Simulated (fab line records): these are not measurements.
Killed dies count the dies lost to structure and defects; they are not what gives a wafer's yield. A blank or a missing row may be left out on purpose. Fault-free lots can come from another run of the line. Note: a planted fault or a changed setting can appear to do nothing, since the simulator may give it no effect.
Which tool was responsible? || flow sky130 || route of 708 steps, sampled at 1 step: 6 lots, 18 wafers

== WHAT THE GAUGES SHOWED, per wafer ==
SKY_GATE_OXIDE_TW_MEAS_14.
{"lot": "L876", "measured": "day 14 23:29", "on": "film metro-01", "GATE_OXIDE_TW": "224.7 223.5 223.7"}
{"lot": "L878", "measured": "day 15 21:56", "on": "film metro-04", "GATE_OXIDE_TW": "226.6 226.2 226.2"}
{"lot": "L883", "measured": "day 17 14:09", "on": "film metro-02", "GATE_OXIDE_TW": "225.5 226.7 226.2"}
{"lot": "L885", "measured": "day 18 04:12", "on": "film metro-04", "GATE_OXIDE_TW": "221.0 221.1 222.7"}
{"lot": "L894", "measured": "day 21 07:34", "on": "film metro-04", "GATE_OXIDE_TW": "221.3 221.6 222.1"}
{"lot": "L896", "measured": "day 22 08:12", "on": "film metro-02", "GATE_OXIDE_TW": "224.2 225.0 224.8"}

== EACH LOT AND THE TOOL THAT RAN IT (in order: tool; ch and the chambers of the sampled wafers; start) ==
Record: no process step prior to these readings.

== THE ANSWER, worked out from the rows above alone ==
Rule: the lots themselves supply what counts as usual. The widest of any qualifying gaps counts: lots, ordered by their means at a reading, are off when they make up no more than a third of the lots, leave a main group of 4 or more, and stand apart from it by 3 or more times the standard deviation of that group's means. If all means in a main group match to the digits the tables above print for the reading, that group is not used. Also off: a lot with no number at a reading for which 4 or more lots have one. Any other lot the step has rows for is counted as sound.
Across all readings shown, no lot is off: no conclusion can be drawn from this.

== WHAT WAS PUT IN BY THE SIMULATOR ==
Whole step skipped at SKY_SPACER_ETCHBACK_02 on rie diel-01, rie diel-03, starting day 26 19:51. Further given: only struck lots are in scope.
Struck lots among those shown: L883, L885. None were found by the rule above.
